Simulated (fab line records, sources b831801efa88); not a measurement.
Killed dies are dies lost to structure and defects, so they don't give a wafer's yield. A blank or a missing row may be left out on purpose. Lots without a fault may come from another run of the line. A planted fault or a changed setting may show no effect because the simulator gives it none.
Chamber matching | flow gf180mcu | GF_V2_CVD_02 on pecvd-04: 3 sister chambers
The step deposits SiO2 from TEOS, target thk 850 nm, time 94.851 s. 3 wafers are shown with their chamber, then 10 later ones without.

WAFERS WITH THEIR CHAMBER
wafer  | chamber | heater_power_w (W)
L086.3 | 0       | 557
L091.1 | 2       | 568
L091.2 | 1       | 649

WAFERS WITHOUT THEIR CHAMBER
wafer  | heater_power_w (W)
L091.6 | 588
L092.3 | 496
L092.4 | 559
L092.6 | 786
L093.3 | 489
L093.4 | 722
L093.5 | 605
L096.2 | 624
L096.3 | 732
L096.5 | 494

WHICH CHAMBER EACH WENT THROUGH
wafer  | from the rows above          | in truth
L091.6 | can't be placed: 2 or 0 or 1 | 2
L092.3 | can't be placed: 0 or 2 or 1 | 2
L092.4 | can't be placed: 0 or 2 or 1 | 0
L092.6 | can't be placed: 1 or 2 or 0 | 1
L093.3 | can't be placed: 0 or 2 or 1 | 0
L093.4 | can't be placed: 1 or 2 or 0 | 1
L093.5 | can't be placed: 2 or 1 or 0 | 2
L096.2 | can't be placed: 1 or 2 or 0 | 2
L096.3 | can't be placed: 1 or 2 or 0 | 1
L096.5 | can't be placed: 0 or 2 or 1 | 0
Placed correctly: 0 of 10. Can't be placed from these rows: 10 (the true chamber is among the candidates in 10). Placed wrongly: 0.
How it was worked out, from the rows above alone: a wafer's distance from a chamber is the root of the sum, over the readings, of the square of ((its reading less the chamber's mean) divided by the reading's scatter). The wafer belongs to the nearest chamber; if the next one is less than 2 further off, it can't be placed. A chamber's mean is the mean of its shown wafers. The scatter: with one shown wafer a chamber, the root of the mean of the squares of how far each hidden wafer lies from its nearest shown one.
